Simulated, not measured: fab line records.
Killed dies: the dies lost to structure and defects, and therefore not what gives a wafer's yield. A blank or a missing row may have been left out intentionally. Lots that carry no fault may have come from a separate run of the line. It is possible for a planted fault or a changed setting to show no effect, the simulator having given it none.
The tool behind it: which one? / flow gf180mcu / 33 wafers from 11 lots sampled at 6 of the route's 602 steps

## WHAT EACH GAUGE READ, for each wafer
GF_HV_LDD_CD_MEAS_46: the cd target is 400 nm. Usual: 399.7 nm for cd_nm, sd 2.5.
lot=L969; measured=day 12 06:39; on=cd_sem-01; cd_nm (nm)=398.5 401.2 396.7; flag=
lot=L973; measured=day 13 18:09; on=cd_sem-01; cd_nm (nm)=402.2 399.2 402.1; flag=
lot=L975; measured=day 14 15:00; on=cd_sem-01; cd_nm (nm)=394.8 396.1 397.8; flag=
lot=L976; measured=day 14 20:09; on=cd_sem-01; cd_nm (nm)=394.9 395.8 397.1; flag=
lot=L977; measured=day 15 00:49; on=cd_sem-02; cd_nm (nm)=398.5 397.4 395.3; flag=
lot=L980; measured=day 16 03:27; on=cd_sem-01; cd_nm (nm)=399.7 398.7 401.8; flag=
lot=L982; measured=day 16 17:45; on=cd_sem-02; cd_nm (nm)=400.0 400.0 400.9; flag=
lot=L983; measured=day 17 01:43; on=cd_sem-01; cd_nm (nm)=402.0 401.4 404.2; flag=
lot=L990; measured=day 19 08:12; on=cd_sem-01; cd_nm (nm)=402.3 403.2 401.9; flag=
lot=L991; measured=day 19 14:19; on=cd_sem-01; cd_nm (nm)=398.0 398.1 396.0; flag=
lot=L992; measured=day 20 11:24; on=cd_sem-01; cd_nm (nm)=401.8 401.2 402.2; flag=

GF_HV_LDD_THK_MEAS_57. Usual: HV_LDD_CVD_56_THK gives 89.7 nm (standard deviation 0.83).
lot=L969; measured=day 12 09:50; on=film_metro-03; HV_LDD_CVD_56_THK (nm)=88.8 89.0 89.0; flag=
lot=L973; measured=day 13 21:25; on=film_metro-04; HV_LDD_CVD_56_THK (nm)=88.5 88.1 87.8; flag=
lot=L975; measured=day 14 18:28; on=film_metro-01; HV_LDD_CVD_56_THK (nm)=90.9 90.0 89.7; flag=
lot=L976; measured=day 14 23:20; on=film_metro-04; HV_LDD_CVD_56_THK (nm)=90.1 89.6 89.3; flag=
lot=L977; measured=day 15 04:01; on=film_metro-01; HV_LDD_CVD_56_THK (nm)=89.1 88.9 89.3; flag=
lot=L980; measured=day 16 06:40; on=film_metro-03; HV_LDD_CVD_56_THK (nm)=90.7 91.0 90.3; flag=
lot=L982; measured=day 16 21:45; on=film_metro-01; HV_LDD_CVD_56_THK (nm)=87.0 86.1 78.8 87.0 86.1 78.7; flag=OFF
lot=L983; measured=day 17 04:59; on=film_metro-04; HV_LDD_CVD_56_THK (nm)=87.6 86.7 84.8 87.6 86.6 84.8; flag=OFF
lot=L990; measured=day 19 11:25; on=film_metro-04; HV_LDD_CVD_56_THK (nm)=89.3 89.5 88.8; flag=
lot=L991; measured=day 19 17:32; on=film_metro-04; HV_LDD_CVD_56_THK (nm)=89.6 89.9 89.3; flag=
lot=L992; measured=day 20 15:08; on=film_metro-01; HV_LDD_CVD_56_THK (nm)=90.6 90.9 90.9; flag=

GF_NSD_TW_MEAS_12. Usual: NSD_TW gives 4250 (standard deviation 22).
lot=L969; measured=day 13 06:38; on=film_metro-03; NSD_TW=4271 4253 4252; flag=
lot=L973; measured=day 14 18:51; on=film_metro-03; NSD_TW=4229 4246 4238; flag=
lot=L975; measured=day 15 16:31; on=film_metro-03; NSD_TW=4254 4260 4256; flag=
lot=L976; measured=day 15 21:34; on=film_metro-02; NSD_TW=4224 4233 4240; flag=
lot=L977; measured=day 16 02:30; on=film_metro-03; NSD_TW=4256 4240 4262; flag=
lot=L980; measured=day 17 04:46; on=film_metro-02; NSD_TW=4229 4241 4264; flag=
lot=L982; measured=day 17 20:18; on=film_metro-02; NSD_TW=4244 4246 4238; flag=
lot=L983; measured=day 18 04:37; on=film_metro-03; NSD_TW=4312 4264 4297; flag=
lot=L990; measured=day 20 11:58; on=film_metro-02; NSD_TW=4243 4247 4242; flag=
lot=L991; measured=day 20 18:20; on=film_metro-02; NSD_TW=4233 4251 4257; flag=
lot=L992; measured=day 21 15:24; on=film_metro-02; NSD_TW=4286 4276 4254; flag=

## TOOL THAT RAN EACH LOT (tool first, then ch and the chambers of the sampled wafers, then the start)
lot=L969; GF_HV_LDD_STRIP_22=plasma_asher-03 ch 0,1, day 10 17:03; GF_HV_LDD_CVD_56=lpcvd-01 ch 0, day 12 08:23; GF_HV_LDD_ETCHBACK_58=rie_diel-03 ch 2,3, day 12 09:53
lot=L973; GF_HV_LDD_STRIP_22=plasma_asher-01 ch 0,1, day 12 01:33; GF_HV_LDD_CVD_56=lpcvd-01 ch 1, day 13 19:59; GF_HV_LDD_ETCHBACK_58=rie_diel-03 ch 1,3, day 13 21:29
lot=L975; GF_HV_LDD_STRIP_22=plasma_asher-03 ch 0,1, day 12 20:31; GF_HV_LDD_CVD_56=lpcvd-02 ch 1, day 14 17:02; GF_HV_LDD_ETCHBACK_58=rie_diel-04 ch 0,2,3, day 14 18:31
lot=L976; GF_HV_LDD_STRIP_22=plasma_asher-01 ch 0,1, day 13 02:59; GF_HV_LDD_CVD_56=lpcvd-01 ch 1, day 14 21:53; GF_HV_LDD_ETCHBACK_58=rie_diel-01 ch 0,2, day 14 23:23
lot=L977; GF_HV_LDD_STRIP_22=plasma_asher-02 ch 0,1, day 13 07:57; GF_HV_LDD_CVD_56=lpcvd-01 ch 1, day 15 02:35; GF_HV_LDD_ETCHBACK_58=rie_diel-03 ch 2,3, day 15 04:05
lot=L980; GF_HV_LDD_STRIP_22=plasma_asher-03 ch 0,1, day 14 07:28; GF_HV_LDD_CVD_56=lpcvd-02 ch 0, day 16 05:14; GF_HV_LDD_ETCHBACK_58=rie_diel-03 ch 0,2, day 16 06:43
lot=L982; GF_HV_LDD_STRIP_22=plasma_asher-01 ch 0,1, day 14 20:16; GF_HV_LDD_CVD_56=lpcvd-01 ch 1, day 16 19:37; GF_HV_LDD_ETCHBACK_58=rie_diel-01 ch 0,1,3, day 17 02:12
lot=L983; GF_HV_LDD_STRIP_22=plasma_asher-03 ch 0,1, day 15 04:13; GF_HV_LDD_CVD_56=lpcvd-01 ch 0, day 17 03:34; GF_HV_LDD_ETCHBACK_58=rie_diel-01 ch 0,2,3, day 17 08:16
lot=L990; GF_HV_LDD_STRIP_22=plasma_asher-02 ch 0,1, day 17 10:10; GF_HV_LDD_CVD_56=lpcvd-02 ch 1, day 19 09:59; GF_HV_LDD_ETCHBACK_58=rie_diel-03 ch 0,1,3, day 19 11:29
lot=L991; GF_HV_LDD_STRIP_22=plasma_asher-02 ch 0,1, day 17 15:07; GF_HV_LDD_CVD_56=lpcvd-02 ch 0, day 19 16:05; GF_HV_LDD_ETCHBACK_58=rie_diel-01 ch 0,1,3, day 19 17:35
lot=L992; GF_HV_LDD_STRIP_22=plasma_asher-01 ch 0,1, day 18 10:31; GF_HV_LDD_CVD_56=lpcvd-01 ch 0, day 20 13:42; GF_HV_LDD_ETCHBACK_58=rie_diel-03 ch 0,2,3, day 20 15:11
- GF_HV_LDD_STRIP_22: strips in O2/N2.
- GF_HV_LDD_CVD_56: deposits Si3N4 from DCS/NH3, target thk 90 nm, time 1543 s.
- GF_HV_LDD_ETCHBACK_58: etches Si3N4 in CH3F/O2, stops on SiO2, time 100 s, target depth 90 nm.

## AS READ BY THE TOOLS THEMSELVES (means over the sampled wafers that have a number; for cases with no such wafer, the mark the record gives instead)
GF_HV_LDD_STRIP_22. Usual: drypump_motor_current_A 5.5 A, standard deviation 0.37; heater_power_w 343 W, standard deviation 69; oes_product_au 0.716 a.u., standard deviation 0.0047; strip_time_to_endpoint_s 12.62 s, standard deviation 0.032.
lot=L969; tool=plasma_asher-03; drypump_motor_current_A (A)=5.1; heater_power_w (W)=408; oes_product_au (a.u.)=0.713; strip_time_to_endpoint_s (s)=12.61; flag=
lot=L973; tool=plasma_asher-01; drypump_motor_current_A (A)=5.6; heater_power_w (W)=314; oes_product_au (a.u.)=0.713; strip_time_to_endpoint_s (s)=12.63; flag=
lot=L975; tool=plasma_asher-03; drypump_motor_current_A (A)=5.1; heater_power_w (W)=419; oes_product_au (a.u.)=0.712; strip_time_to_endpoint_s (s)=12.61; flag=
lot=L976; tool=plasma_asher-01; drypump_motor_current_A (A)=5.6; heater_power_w (W)=320; oes_product_au (a.u.)=0.716; strip_time_to_endpoint_s (s)=12.58; flag=
lot=L977; tool=plasma_asher-02; drypump_motor_current_A (A)=5.9; heater_power_w (W)=310; oes_product_au (a.u.)=0.711; strip_time_to_endpoint_s (s)=12.63; flag=
lot=L980; tool=plasma_asher-03; drypump_motor_current_A (A)=5.1; heater_power_w (W)=416; oes_product_au (a.u.)=0.721; strip_time_to_endpoint_s (s)=12.62; flag=
lot=L982; tool=plasma_asher-01; drypump_motor_current_A (A)=5.6; heater_power_w (W)=329; oes_product_au (a.u.)=0.719; strip_time_to_endpoint_s (s)=12.61; flag=
lot=L983; tool=plasma_asher-03; drypump_motor_current_A (A)=5.4; heater_power_w (W)=343; oes_product_au (a.u.)=0.715; strip_time_to_endpoint_s (s)=12.63; flag=
lot=L990; tool=plasma_asher-02; drypump_motor_current_A (A)=5.9; heater_power_w (W)=317; oes_product_au (a.u.)=0.717; strip_time_to_endpoint_s (s)=12.62; flag=
lot=L991; tool=plasma_asher-02; drypump_motor_current_A (A)=5.6; heater_power_w (W)=356; oes_product_au (a.u.)=0.716; strip_time_to_endpoint_s (s)=12.60; flag=
lot=L992; tool=plasma_asher-01; drypump_motor_current_A (A)=5.7; heater_power_w (W)=329; oes_product_au (a.u.)=0.716; strip_time_to_endpoint_s (s)=12.60; flag=

GF_HV_LDD_CVD_56. Usual: pressure_mtorr 250.0 mTorr, standard deviation 0.5; spike_tc_centre_C 771.0 C, standard deviation 1.3; spike_tc_lower_C 770.3 C, standard deviation 1.1; zone_power_centre_pct 12.9 %, standard deviation 1.1; zone_power_lower_pct 14.6 %, standard deviation 1.6; zone_power_upper_pct 14.6 %, standard deviation 0.89.
lot=L969; tool=lpcvd-01; pressure_mtorr (mTorr)=249.4; spike_tc_centre_C (C)=770.4; spike_tc_lower_C (C)=771.2; zone_power_centre_pct (%)=14.8; zone_power_lower_pct (%)=15.9; zone_power_upper_pct (%)=13.0; flag=
lot=L973; tool=lpcvd-01; pressure_mtorr (mTorr)=250.5; spike_tc_centre_C (C)=772.3; spike_tc_lower_C (C)=768.7; zone_power_centre_pct (%)=12.7; zone_power_lower_pct (%)=14.5; zone_power_upper_pct (%)=15.7; flag=
lot=L975; tool=lpcvd-02; pressure_mtorr (mTorr)=250.0; spike_tc_centre_C (C)=769.3; spike_tc_lower_C (C)=770.6; zone_power_centre_pct (%)=12.6; zone_power_lower_pct (%)=16.3; zone_power_upper_pct (%)=14.3; flag=
lot=L976; tool=lpcvd-01; pressure_mtorr (mTorr)=249.8; spike_tc_centre_C (C)=772.9; spike_tc_lower_C (C)=769.9; zone_power_centre_pct (%)=12.7; zone_power_lower_pct (%)=14.6; zone_power_upper_pct (%)=15.6; flag=
lot=L977; tool=lpcvd-01; pressure_mtorr (mTorr)=250.2; spike_tc_centre_C (C)=771.7; spike_tc_lower_C (C)=769.2; zone_power_centre_pct (%)=12.8; zone_power_lower_pct (%)=14.5; zone_power_upper_pct (%)=15.8; flag=
lot=L980; tool=lpcvd-02; pressure_mtorr (mTorr)=249.8; spike_tc_centre_C (C)=771.5; spike_tc_lower_C (C)=769.4; zone_power_centre_pct (%)=11.7; zone_power_lower_pct (%)=12.4; zone_power_upper_pct (%)=14.9; flag=
lot=L982; tool=lpcvd-01; pressure_mtorr (mTorr)=250.2; spike_tc_centre_C (C)=751.1; spike_tc_lower_C (C)=773.2; zone_power_centre_pct (%)=7.4; zone_power_lower_pct (%)=17.9; zone_power_upper_pct (%)=19.1; flag=OFF
lot=L983; tool=lpcvd-01; pressure_mtorr (mTorr)=250.2; spike_tc_centre_C (C)=749.4; spike_tc_lower_C (C)=773.7; zone_power_centre_pct (%)=8.6; zone_power_lower_pct (%)=19.7; zone_power_upper_pct (%)=16.2; flag=OFF
lot=L990; tool=lpcvd-02; pressure_mtorr (mTorr)=250.3; spike_tc_centre_C (C)=770.1; spike_tc_lower_C (C)=770.6; zone_power_centre_pct (%)=12.5; zone_power_lower_pct (%)=16.3; zone_power_upper_pct (%)=14.2; flag=
lot=L991; tool=lpcvd-02; pressure_mtorr (mTorr)=249.6; spike_tc_centre_C (C)=770.5; spike_tc_lower_C (C)=769.6; zone_power_centre_pct (%)=11.6; zone_power_lower_pct (%)=12.1; zone_power_upper_pct (%)=14.8; flag=
lot=L992; tool=lpcvd-01; pressure_mtorr (mTorr)=249.7; spike_tc_centre_C (C)=770.6; spike_tc_lower_C (C)=771.5; zone_power_centre_pct (%)=14.6; zone_power_lower_pct (%)=16.1; zone_power_upper_pct (%)=13.4; flag=

GF_HV_LDD_ETCHBACK_58. Usual: O2_flow_sccm 30.00 sccm, standard deviation 0.096; drypump_motor_current_A 5.7 A, standard deviation 0.51; oes_product_au 0.841 a.u., standard deviation 0.006; throttle_valve_pct 10.562 %, standard deviation 0.0096.
lot=L969; tool=rie_diel-03; O2_flow_sccm (sccm)=29.89; drypump_motor_current_A (A)=5.4; oes_product_au (a.u.)=0.837; throttle_valve_pct (%)=10.555; flag=
lot=L973; tool=rie_diel-03; O2_flow_sccm (sccm)=29.99; drypump_motor_current_A (A)=5.4; oes_product_au (a.u.)=0.838; throttle_valve_pct (%)=10.568; flag=
lot=L975; tool=rie_diel-04; O2_flow_sccm (sccm)=30.05; drypump_motor_current_A (A)=5.8; oes_product_au (a.u.)=0.846; throttle_valve_pct (%)=10.559; flag=
lot=L976; tool=rie_diel-01; O2_flow_sccm (sccm)=29.98; drypump_motor_current_A (A)=5.3; oes_product_au (a.u.)=0.841; throttle_valve_pct (%)=10.564; flag=
lot=L977; tool=rie_diel-03; O2_flow_sccm (sccm)=30.10; drypump_motor_current_A (A)=5.4; oes_product_au (a.u.)=0.836; throttle_valve_pct (%)=10.561; flag=
lot=L980; tool=rie_diel-03; O2_flow_sccm (sccm)=30.01; drypump_motor_current_A (A)=5.8; oes_product_au (a.u.)=0.843; throttle_valve_pct (%)=10.563; flag=
lot=L982; tool=rie_diel-01; O2_flow_sccm (sccm)=30.00; drypump_motor_current_A (A)=5.8; oes_product_au (a.u.)=0.815; throttle_valve_pct (%)=10.556; flag=OFF
lot=L983; tool=rie_diel-01; O2_flow_sccm (sccm)=30.01; drypump_motor_current_A (A)=5.5; oes_product_au (a.u.)=0.826; throttle_valve_pct (%)=10.571; flag=
lot=L990; tool=rie_diel-03; O2_flow_sccm (sccm)=29.94; drypump_motor_current_A (A)=5.5; oes_product_au (a.u.)=0.839; throttle_valve_pct (%)=10.561; flag=
lot=L991; tool=rie_diel-01; O2_flow_sccm (sccm)=29.96; drypump_motor_current_A (A)=5.8; oes_product_au (a.u.)=0.841; throttle_valve_pct (%)=10.561; flag=
lot=L992; tool=rie_diel-03; O2_flow_sccm (sccm)=30.01; drypump_motor_current_A (A)=5.4; oes_product_au (a.u.)=0.848; throttle_valve_pct (%)=10.556; flag=

## THE ANSWER, worked out from the rows above alone
Rule: lot off if the mean of its wafers having a number is beyond 3 standard deviations from the usual mean. Also off: a lot with no number at a reading for which 4 or more lots have one. All remaining lots with rows at the step are treated as sound. After the gauges, taken in route order, come the tools' own readings; for these a lot's mean is taken, as printed above. The first step at which some lot is off is used, and at that step the reading that is off furthest; a lot without a number counts as furthest.
Off: at GF_HV_LDD_THK_MEAS_57 (HV_LDD_CVD_56_THK), L982, L983.
A tool fits if, at a process step before that reading, it ran every lot that is off, and no sound lot after the first of them. The gauges at GF_HV_LDD_THK_MEAS_57 aren't tried: what is off there is off at GF_HV_LDD_CVD_56 too, on other tools, and a gauge's error can't cause that. None of those tried fits.

## WHAT THE SIMULATOR PUT IN
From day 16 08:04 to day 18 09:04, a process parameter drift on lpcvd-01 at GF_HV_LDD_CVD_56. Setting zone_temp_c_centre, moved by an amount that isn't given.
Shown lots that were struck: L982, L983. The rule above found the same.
